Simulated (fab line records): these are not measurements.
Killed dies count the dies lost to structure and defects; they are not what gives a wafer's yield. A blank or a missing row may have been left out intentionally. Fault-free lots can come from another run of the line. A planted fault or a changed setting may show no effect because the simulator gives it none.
One fault seen from 2 desks ; flow sky130 ; what lay behind the numbers comes last; until then each desk has only its own

== METROLOGY DESK ==
Lot by lot, what the gauges showed, no matter which tool ran the lot: averages of those sampled wafers that carry a number. Marked OUT: a lot whose mean sits more than 4 standard deviations from the usual mean, which makes it out of limits; the brackets give that distance.
Columns: A = CAP2M_OVL at SKY_CAP2M_OVL_MEAS_12, usual -0.4 nm
lot;first seen here;A
L668;day 40 09:07;0.4
L669;day 40 16:22;-0.1
L670;day 41 00:19;0.5
L671;day 41 06:40;-1.4
L672;day 41 13:13;-1.2
L675;day 43 07:14;-0.2
L681;day 44 09:16;-1.6
L682;day 45 00:01;1.4
L683;day 45 13:59;0.8
L686;day 46 04:01;-0.9
L685;day 46 05:47;0.3
L688;day 46 13:43;-1.8
L689;day 47 01:14;-2.2
L691;day 47 15:47;-1.1
This desk's verdict: no lot among the 14 shows anything out of limits.

== FOR THE TOOL OWNER'S DESK: pvd-sputter-04 ==
The tool's own readings at SKY_METAL4_SPUTTER_04 (material TiN, target thk 70 nm, time 58.3 s): means of the sampled wafers that have a number, for each lot that ran on this tool. Marked OUT: a lot whose mean sits more than 4 standard deviations from the usual mean, which makes it out of limits; the brackets give that distance.
Columns: A = cathode-dc-power-W at SKY_METAL4_SPUTTER_04, usual 6499.9 W; B = chamber-pressure-pa at SKY_METAL4_SPUTTER_04, usual 0.3998 Pa; C = throttle-valve-pct at SKY_METAL4_SPUTTER_04, usual 29.7 %
lot;first seen here;A;B;C
L668;day 39 08:44;6499.5;0.4000;30.2
L669;day 39 17:05;6500.7;0.3994;29.4
L671;day 40 06:32;6501.2;0.3996;28.3
L686;day 45 07:22;6499.6;0.3996;29.4
L689;day 46 04:52;6499.0;0.3999;29.3
L691;day 46 19:43;6499.4;0.3999;30.2
This desk's verdict: no lot among the 6 shows anything out of limits.

== TAKEN TOGETHER ==
From the metrology desk's view, nothing was out of limits.
The tool owner's desk saw nothing out of limits.

== WHAT THE SIMULATOR PUT IN ==
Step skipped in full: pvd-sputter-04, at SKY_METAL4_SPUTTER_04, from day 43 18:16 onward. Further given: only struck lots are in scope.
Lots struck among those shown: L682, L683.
